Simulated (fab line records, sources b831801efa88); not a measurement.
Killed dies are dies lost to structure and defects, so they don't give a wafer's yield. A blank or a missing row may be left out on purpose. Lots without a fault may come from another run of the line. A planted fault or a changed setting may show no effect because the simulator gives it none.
fab line records | flow sky130
record lots=6 wafers=18 last_day=50
route steps=708 shown VT_ADJUST_NCORE@128 VT_ADJUST_HVTR@131 VT_ADJUST_PCH@143 PAD_OPEN@708
lots that met no fault: from a run of the same line without faults
start_h: hours from the record's first day to the start of the lot's first wafer shown | wait_h: hours since the lot's step before | " the same as in the row above | L1.1+2: a row that stands for several wafers | - no value, or no start given | * or withheld: withheld | < > ~ a bound
route shown NAME@n: a module of which the file shows steps, and the number in the route of the first | usual: mean/standard deviation of fault-free wafers | same: alike in all rows | chamber/n: place in a boat | sites: the reading at each site | _std_site: their standard deviation | _edge_site: outer sites' mean less inner sites' | radius_mm: how far each site lies from the wafer's centre | mask NAME#n: copy n | behind: the tool/chamber that last shaped the wafer | hold: why the lot was held/for how many hours/how that ended | device: the transistor (n, p or np) that didn't switch | end of line: the same wafers' tests at the end of the route | a step without rows: its recipe alone | killed: dies lost to structure and defects at the first sort, not the wafer's yield | map: a wafer's dies, x killed, . not, _ none there
set.NAME: the setting as run; set.NAME@STEP: as run at that earlier step | model.NAME: the simulator's own value behind a step, which no gauge read
lots at some steps of the route; a table a step, a row a wafer
services: from which hour (start_h, from the record's first day; less than 0 if before it) a tool's chamber was out of use, for how many hours, and why
## steps
# step SKY_VT_ADJUST_NCORE_IMPLANT_09
# recipe species=B energy_kev=10 dose_cm2=2.4e+12 tilt_deg=withheld
# step SKY_VT_ADJUST_NCORE_STRIP_10
# recipe chemistry=O2/N2 power_w=1400 pressure_mtorr=1500 platen_temp_c=withheld o2_flow_sccm=3000 n2_flow_sccm=300 overash_fraction=0.5
# usual drypump_motor_current_A=5.68/0.22 oes_product_au=0.716/0.0045 strip_time_to_endpoint_s=14.16/0.039
# same overash_fraction=0.5
# columns lot.wafer tool chamber start_h wait_h drypump_motor_current_A oes_product_au rf_hours_counter_h strip_time_to_endpoint_s
L315.1 plasma_asher-04 1 181.89 0.1 5.92 0.723 49 14.16
L315.3 " 0 " " 5.63 0.715 - 14.19
L315.6 " 0 " " 5.61 0.717 - 14.20
L324.1 plasma_asher-04 1 247.29 0.1 5.89 0.723 55 14.18
L324.2 " 0 " " 5.64 0.709 55 14.13
L324.3 " 0 " " 5.64 0.710 - 14.14
L328.3 plasma_asher-02 0 273.45 0.1 5.56 0.709 - 14.10
L328.5 " 0 " " 5.54 0.713 - 14.08
L328.6 " 1 " " 5.51 0.716 - 14.14
L329.1 plasma_asher-02 1 278.46 0.1 5.43 0.719 15 14.14
L329.3 " 0 " " 5.58 0.714 - 14.14
L329.6 " 0 " " 5.56 0.715 - 14.12
L335.2 plasma_asher-02 0 319.01 0.1 5.56 0.708 19 14.16
L335.3 " 0 " " 5.55 0.714 - 14.12
L335.5 " 0 " " 5.58 0.709 - 14.13
L338.1 plasma_asher-04 0 343.77 0.1 5.65 0.709 64 14.07
L338.2 " 1 " " 5.96 0.717 64 14.10
L338.3 " 0 " " 5.64 0.720 - 14.12
# step SKY_VT_ADJUST_NCORE_TW_MEAS_11
# usual VT_ADJUST_NCORE_TW=217.3/1.2
# columns lot.wafer tool chamber start_h wait_h VT_ADJUST_NCORE_TW
L315.1 film_metro-04 - 181.99 0.1 216.4
L315.3 " - " " 216.4
L315.6 " - " " 216.4
L324.1 film_metro-01 - 247.39 0.1 216.9
L324.2 " - " " 217.9
L324.3 " - " " 216.2
L328.3 film_metro-01 - 273.54 0.1 217.2
L328.5 " - " " 218.2
L328.6 " - " " 218.5
L329.1 film_metro-02 - 278.56 0.1 218.2
L329.3 " - " " 219.4
L329.6 " - " " 219.2
L335.2 film_metro-02 - 319.12 0.1 217.9
L335.3 " - " " 218.2
L335.5 " - " " 217.5
L338.1 film_metro-04 - 343.87 0.1 217.0
L338.2 " - " " 216.5
L338.3 " - " " 217.7
# step SKY_VT_ADJUST_HVTR_DEHYDRATE_00
# recipe temp_c=200 time_s=60
# step SKY_VT_ADJUST_HVTR_HMDS_01
# recipe prime_time_s=60 prime_temp_c=120
# step SKY_VT_ADJUST_HVTR_COAT_02
# recipe resist=NOVOLAK spin_rpm=3000 resist_thk_nm=1140
# step SKY_VT_ADJUST_HVTR_SOFTBAKE_03
# recipe temp_c=90 time_s=60 resist=NOVOLAK
# step SKY_VT_ADJUST_HVTR_EXPOSE_04
# recipe mask_id=HVTRM target_cd_nm=380 na=0.6 source_shape=conventional sigma_outer=0.6 dose_mj=150
# step SKY_VT_ADJUST_HVTR_PEB_05
# recipe temp_c=withheld time_s=* resist=NOVOLAK
# step SKY_VT_ADJUST_HVTR_DEVELOP_06
# recipe develop_time_s=60 dev_temp_c=23
# step SKY_VT_ADJUST_HVTR_CD_MEAS_07
# recipe target_cd_nm=380
# usual cd_nm=379.9/2.5
# columns lot.wafer tool chamber start_h wait_h cd_nm
L315.1 cd_sem-02 - 202.70 0.1 378.5
L315.3 " - " " 378.5
L315.6 " - " " 378.9
L324.1 cd_sem-02 - 270.33 0.1 378.0
L324.2 " - " " 374.7
L324.3 " - " " 376.9
L328.3 cd_sem-01 - 298.10 0.1 381.8
L328.5 " - " " 381.3
L328.6 " - " " 381.6
L329.1 cd_sem-01 - 304.25 0.1 377.7
L329.3 " - " " 377.2
L329.6 " - " " 376.3
L335.2 cd_sem-01 - 346.05 0.1 384.2
L335.3 " - " " 381.4
L335.5 " - " " 383.3
L338.1 cd_sem-01 - 371.50 0.1 375.6
L338.2 " - " " 375.8
L338.3 " - " " 376.4
# step SKY_VT_ADJUST_HVTR_OVL_MEAS_08
# usual VT_ADJUST_HVTR_OVL=0.6/1.1
# columns lot.wafer tool chamber start_h wait_h VT_ADJUST_HVTR_OVL[nm]
L315.1 overlay-01 - 202.82 0.1 0.6
L315.3 " - " " -0.1
L315.6 " - " " 1.8
L324.1 overlay-01 - 270.45 0.1 0.9
L324.2 " - " " 1.2
L324.3 " - " " 0.4
L328.3 overlay-02 - 298.19 0.1 1.8
L328.5 " - " " 0.7
L328.6 " - " " 0.5
L329.1 overlay-02 - 304.37 0.1 0.0
L329.3 " - " " -0.8
L329.6 " - " " -1.0
L335.2 overlay-01 - 346.16 0.1 1.5
L335.3 " - " " 2.1
L335.5 " - " " 2.5
L338.1 overlay-02 - 371.62 0.1 0.5
L338.2 " - " " 1.8
L338.3 " - " " 3.4
# step SKY_VT_ADJUST_HVTR_IMPLANT_09
# recipe species=B energy_kev=10 dose_cm2=2.1e+12 tilt_deg=withheld
# usual dose_ions_cm2=2.1002e+12/2.4e+09 faraday_current_uA=11.82/0.2
# columns lot.wafer tool chamber start_h wait_h dose_ions_cm2 faraday_current_uA
L315.1 implanter-01 0 202.86 0.0 2.0979e+12 12.01
L315.3 " 0 " " 2.1019e+12 11.73
L315.6 " 0 " " 2.0994e+12 12.16
L324.1 implanter-04 0 270.49 0.0 2.0973e+12 11.84
L324.2 " 0 " " 2.1012e+12 11.79
L324.3 " 0 " " 2.0984e+12 11.79
L328.3 implanter-04 0 298.27 0.1 2.0995e+12 11.66
L328.5 " 0 " " 2.0988e+12 12.11
L328.6 " 0 " " 2.1017e+12 11.94
L329.1 implanter-01 0 304.41 0.0 2.0968e+12 11.82
L329.3 " 0 " " 2.0976e+12 12.12
L329.6 " 0 " " 2.1038e+12 12.04
L335.2 implanter-04 0 346.21 0.0 5.166e+11 2.87
L335.3 " 0 " " 5.149e+11 2.83
L335.5 " 0 " " 5.148e+11 2.81
L338.1 implanter-04 0 371.66 0.0 5.132e+11 2.90
L338.2 " 0 " " 5.16e+11 2.79
L338.3 " 0 " " 5.141e+11 2.88
# step SKY_VT_ADJUST_HVTR_STRIP_10
# recipe chemistry=O2/N2 power_w=1400 pressure_mtorr=1500 platen_temp_c=withheld o2_flow_sccm=3000 n2_flow_sccm=300 overash_fraction=0.5
# usual drypump_motor_current_A=5.7/0.43 oes_product_au=0.716/0.0049 strip_time_to_endpoint_s=14.18/0.038
# same overash_fraction=0.5
# columns lot.wafer tool chamber start_h wait_h drypump_motor_current_A oes_product_au rf_hours_counter_h strip_time_to_endpoint_s
L315.1 plasma_asher-03 1 203.01 0.1 6.1 0.711 52 14.23
L315.3 " 1 " " 6.0 0.717 - 14.18
L315.6 " 1 " " 6.0 0.709 - 14.15
L324.1 plasma_asher-01 1 270.64 0.1 5.6 0.713 45 14.14
L324.2 " 0 " " 6.3 0.716 45 14.16
L324.3 " 0 " " 6.4 0.721 - 14.18
L328.3 plasma_asher-03 1 298.40 0.1 6.0 0.714 - 14.23
L328.5 " 1 " " 6.0 0.716 - 14.25
L328.6 " 0 " " 5.1 0.713 - 14.17
L329.1 plasma_asher-01 0 304.56 0.1 6.4 0.716 48 14.20
L329.3 " 0 " " 6.4 0.716 - 14.12
L329.6 " 1 " " 5.5 0.710 - 14.14
L335.2 plasma_asher-02 1 346.34 0.1 5.4 0.719 21 14.24
L335.3 " 1 " " 5.4 0.721 - 14.20
L335.5 " 0 " " 5.6 0.715 - 14.21
L338.1 plasma_asher-02 1 371.81 0.1 5.4 0.724 24 14.19
L338.2 " 0 " " 5.6 0.715 24 14.14
L338.3 " 0 " " 5.6 0.713 - 14.16
# step SKY_VT_ADJUST_HVTR_TW_MEAS_11
# usual VT_ADJUST_HVTR_TW=210.6/1.6
# columns lot.wafer tool chamber start_h wait_h VT_ADJUST_HVTR_TW
L315.1 film_metro-03 - 203.11 0.1 212.2
L315.3 " - " " 212.9
L315.6 " - " " 212.6
L324.1 film_metro-01 - 270.74 0.1 209.7
L324.2 " - " " 209.4
L324.3 " - " " 208.7
L328.3 film_metro-02 - 298.49 0.1 209.2
L328.5 " - " " 210.0
L328.6 " - " " 210.0
L329.1 film_metro-01 - 304.66 0.1 208.4
L329.3 " - " " 208.9
L329.6 " - " " 209.1
L335.2 film_metro-01 - 346.45 0.1 143.0
L335.3 " - " " 144.2
L335.5 " - " " 143.5
L338.1 film_metro-02 - 371.91 0.1 142.4
L338.2 " - " " 142.7
L338.3 " - " " 144.1
# step SKY_VT_ADJUST_PCH_DEHYDRATE_00
# recipe temp_c=200 time_s=60
# step SKY_PAD_OPEN_PROBE_99
# usual killed_at_M0_to_M3=43/7.9 killed_at_M4_up=2.9/1.8 killed_at_contacts=24/5.5 killed_at_front_end=15/4.2 killed_at_other=0.2/0.46 killed_dies=86/11 killed_open=47/8.1 killed_short=39/6.4
# same gross_dies=492 killed_at_back_side=0
# columns lot.wafer tool chamber start_h wait_h killed_at_M0_to_M3 killed_at_M4_up killed_at_contacts killed_at_front_end killed_at_other killed_dies killed_open killed_short model.etest.pfet_01v8_mvt.drive_ua_um model.etest.pfet_01v8_mvt.off_log10_a_um model.etest.pfet_01v8_mvt.vt_sat_v model.etest.pfet_01v8_mvt.vt_v model.etest.pfet_01v8_mvt.vt_long_v
L315.1 prober-01 - 1078.00 0.1 51 0 21 13 0 85 49 36 156.4 -10.43 -0.5503 -0.637 -0.842
L315.3 prober-01 - 1078.10 0.2 32 2 21 18 0 73 37 36 159.7 -10.34 -0.541 -0.6304 -0.8355
L315.6 prober-01 - 1078.25 0.2 40 4 16 12 0 72 41 31 158.8 -10.09 -0.533 -0.6252 -0.8324
L324.1 prober-02 - 1135.41 0.1 50 1 22 13 0 86 52 34 147.2 -10.63 -0.5522 -0.6413 -0.8529
L324.2 prober-02 - 1135.46 0.1 50 6 27 10 0 93 49 44 149 -10.64 -0.5523 -0.6434 -0.8498
L324.3 prober-02 - 1135.51 0.2 35 2 32 11 0 80 55 25 154.1 -10.25 -0.5342 -0.6292 -0.8461
L328.3 prober-02 - 1160.87 0.2 39 3 26 11 0 79 45 34 152.9 -10.28 -0.5344 -0.6259 -0.8357
L328.5 prober-02 - 1160.97 0.2 39 2 18 19 1 79 42 37 152.8 -10.43 -0.537 -0.6212 -0.8357
L328.6 prober-02 - 1161.02 0.2 32 1 21 6 0 60 33 27 152.5 -10.31 -0.537 -0.6278 -0.8401
L329.1 prober-01 - 1163.35 0.1 38 3 20 11 0 72 42 30 149.4 -10.74 -0.5668 -0.6517 -0.8559
L329.3 prober-01 - 1163.45 0.2 45 3 21 11 0 80 43 37 152.8 -10.7 -0.5569 -0.6459 -0.8548
L329.6 prober-01 - 1163.60 0.2 18 2 26 16 0 62 38 24 154.8 -10.43 -0.5476 -0.6386 -0.8506
L335.2 prober-01 - 1189.06 0.1 46 1 23 18 1 89 48 41 126.8 -12.83 -0.7746 -0.8291 -1.021
L335.3 prober-01 - 1189.11 0.2 49 7 26 16 1 99 55 44 125 -12.84 -0.7812 -0.8365 -1.024
L335.5 prober-01 - 1189.21 0.2 56 1 21 18 0 96 51 45 125.3 -12.84 -0.7761 -0.8305 -1.021
L338.1 prober-02 - 1200.66 0.1 34 2 16 18 0 70 31 39 117.9 -12.9 -0.7867 -0.8369 -1.022
L338.2 prober-02 - 1200.71 0.1 38 1 24 16 0 79 40 39 118.3 -12.71 -0.7875 -0.8412 -1.026
L338.3 prober-02 - 1200.76 0.2 37 1 24 19 0 81 42 39 117.6 -12.73 -0.783 -0.8387 -1.024
# killed by level:class
L315.1 VIA1:geometric_particle:open=17 LI_CONTACT:geometric_particle:open=8 METAL2:geometric_particle:short=8 CONTACT:geometric_particle:open=7 VIA2:geometric_particle:open=6 FIELD_ISO:geometric_particle:short=5 VIA3:geometric_particle:open=4 VIA3:geometric_particle:short=4
L315.3 VIA1:geometric_particle:open=9 CONTACT:geometric_particle:short=6 POLY_GATE:geometric_particle:open=5 LI_CONTACT:geometric_particle:open=5 LOCAL_INTERCONNECT:geometric_particle:short=5 METAL1:geometric_particle:short=4 CONTACT:geometric_particle:open=4 METAL2:geometric_particle:short=4
L315.6 VIA1:geometric_particle:open=9 VIA3:geometric_particle:open=8 CONTACT:geometric_particle:open=7 VIA2:geometric_particle:open=6 POLY_GATE:geometric_particle:short=5 METAL2:geometric_particle:short=4 METAL4:geometric_particle:short=4 POLY_GATE:geometric_particle:open=3
L324.1 VIA1:geometric_particle:open=13 CONTACT:geometric_particle:open=8 VIA3:geometric_particle:open=8 METAL2:geometric_particle:short=6 VIA2:geometric_particle:open=6 FIELD_ISO:geometric_particle:open=5 LI_CONTACT:geometric_particle:open=5 LI_CONTACT:geometric_particle:short=4
L324.2 CONTACT:geometric_particle:open=12 METAL2:geometric_particle:short=10 VIA2:geometric_particle:open=8 VIA1:geometric_particle:open=8 LI_CONTACT:geometric_particle:open=6 METAL1:geometric_particle:short=6 METAL3:geometric_particle:short=6 VIA3:geometric_particle:open=6
L324.3 CONTACT:geometric_particle:open=13 VIA1:geometric_particle:open=8 LI_CONTACT:geometric_particle:open=8 VIA3:geometric_particle:open=8 CONTACT:geometric_particle:short=6 METAL2:geometric_particle:short=6 VIA2:geometric_particle:open=6 FIELD_ISO:geometric_particle:open=4
L328.3 CONTACT:geometric_particle:open=11 VIA1:geometric_particle:open=6 METAL2:geometric_particle:open=6 METAL2:geometric_particle:short=6 VIA3:geometric_particle:open=5 LI_CONTACT:geometric_particle:open=5 LOCAL_INTERCONNECT:geometric_particle:short=5 VIA3:geometric_particle:short=5
L328.5 VIA1:geometric_particle:open=11 LI_CONTACT:geometric_particle:open=7 CONTACT:geometric_particle:open=6 FIELD_ISO:geometric_particle:open=5 POLY_GATE:geometric_particle:short=5 METAL2:geometric_particle:short=5 VIA3:geometric_particle:open=5 POLY_GATE:geometric_particle:open=4
L328.6 CONTACT:geometric_particle:open=11 VIA1:geometric_particle:open=7 VIA2:geometric_particle:open=5 FIELD_ISO:geometric_particle:short=4 CONTACT:geometric_particle:short=4 VIA3:geometric_particle:open=4 VIA3:geometric_particle:short=4 LI_CONTACT:geometric_particle:open=3
L329.1 VIA1:geometric_particle:open=8 VIA3:geometric_particle:open=7 CONTACT:geometric_particle:open=6 LI_CONTACT:geometric_particle:open=5 LOCAL_INTERCONNECT:geometric_particle:short=4 CONTACT:geometric_particle:short=4 METAL2:geometric_particle:short=4 VIA2:geometric_particle:open=4
L329.3 VIA1:geometric_particle:open=11 VIA2:geometric_particle:open=9 LI_CONTACT:geometric_particle:open=6 LOCAL_INTERCONNECT:geometric_particle:short=6 VIA3:geometric_particle:open=5 POLY_GATE:geometric_particle:short=4 METAL1:geometric_particle:short=4 VIA1:geometric_particle:short=4
L329.6 CONTACT:geometric_particle:open=13 POLY_GATE:geometric_particle:short=7 VIA3:geometric_particle:open=6 LI_CONTACT:geometric_particle:open=5 POLY_GATE:geometric_particle:open=4 LOCAL_INTERCONNECT:geometric_particle:short=4 METAL1:geometric_particle:short=4 CONTACT:geometric_particle:short=3
L335.2 VIA1:geometric_particle:open=10 VIA3:geometric_particle:open=9 LI_CONTACT:geometric_particle:open=8 CONTACT:geometric_particle:open=8 POLY_GATE:geometric_particle:short=6 METAL1:geometric_particle:short=6 METAL2:geometric_particle:short=6 POLY_GATE:geometric_particle:open=5
L335.3 CONTACT:geometric_particle:open=13 VIA2:geometric_particle:open=8 POLY_GATE:geometric_particle:short=6 VIA1:geometric_particle:open=6 METAL3:geometric_particle:short=6 LI_CONTACT:geometric_particle:open=5 CONTACT:geometric_particle:short=5 VIA3:geometric_particle:short=5
L335.5 VIA2:geometric_particle:open=12 VIA1:geometric_particle:open=10 VIA3:geometric_particle:open=9 CONTACT:geometric_particle:open=7 POLY_GATE:geometric_particle:short=6 CONTACT:geometric_particle:short=6 METAL1:geometric_particle:short=6 METAL2:geometric_particle:short=6
L338.1 FIELD_ISO:geometric_particle:short=11 METAL1:geometric_particle:short=6 VIA3:geometric_particle:open=6 LI_CONTACT:geometric_particle:open=5 FIELD_ISO:geometric_particle:open=4 CONTACT:geometric_particle:open=4 VIA1:geometric_particle:short=4 VIA1:geometric_particle:open=4
L338.2 METAL1:geometric_particle:short=8 CONTACT:geometric_particle:open=7 VIA3:geometric_particle:open=7 FIELD_ISO:geometric_particle:open=6 CONTACT:geometric_particle:short=6 METAL3:geometric_particle:short=6 LI_CONTACT:geometric_particle:open=5 FIELD_ISO:geometric_particle:short=4
L338.3 CONTACT:geometric_particle:open=8 VIA1:geometric_particle:open=6 VIA2:geometric_particle:open=6 LI_CONTACT:geometric_particle:open=5 LOCAL_INTERCONNECT:geometric_particle:short=5 VIA1:geometric_particle:short=5 VIA3:geometric_particle:open=5 POLY_GATE:geometric_particle:open=4
## services
# columns tool chamber start_h hours kind
implanter-04 - 194.54 6.0 pm
implanter-04 - 224.18 2.9 repair
implanter-04 - 240.86 9.3 repair
implanter-01 - 242.58 1.7 repair
implanter-04 - 253.94 2.6 repair
plasma_asher-02 - 270.69 1.2 repair
implanter-01 - 280.40 0.6 repair
implanter-04 - 311.86 3.2 repair
plasma_asher-01 - 325.58 2.8 pm
implanter-04 - 328.91 6.6 repair
implanter-01 - 355.65 1.2 repair
implanter-01 - 359.60 3.4 pm
## key
first_sign step=SKY_VT_ADJUST_HVTR_IMPLANT_09 reading=dose_ions_cm2 direction=down sigmas=99+ usual=* struck=*
effect step=SKY_VT_ADJUST_HVTR_IMPLANT_09 reading=faraday_current_uA direction=down sigmas=44 usual=11.82 struck=2.85
effect step=SKY_VT_ADJUST_HVTR_TW_MEAS_11 reading=VT_ADJUST_HVTR_TW direction=down sigmas=42 usual=210.6 struck=143.3
model_effect step=SKY_PAD_OPEN_PROBE_99 value=etest.pfet_01v8_mvt.drive_ua_um without=150.2 struck=121.8
met_at SKY_VT_ADJUST_HVTR_IMPLANT_09
struck_wafers L335.2,L335.3,L335.5,L338.1,L338.2,L338.3
tester_left_out L335,L338
onset_between 298.27 346.21
fault kind=process_parameter_drift tool=implanter-04 chamber=- onset_h=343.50 steps=SKY_VT_ADJUST_HVTR_IMPLANT_09 channel=dose_cm2 offset=* shape=step end_h=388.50 acts_in=* stated=*
# tester_left_out: of these lots the tester's yield and bins aren't shown, on N5 and GAA mostly nor the transistor test; their killed dies are dies lost to structure and defects alone, not to doping, threshold or leakage, so they don't give the yield
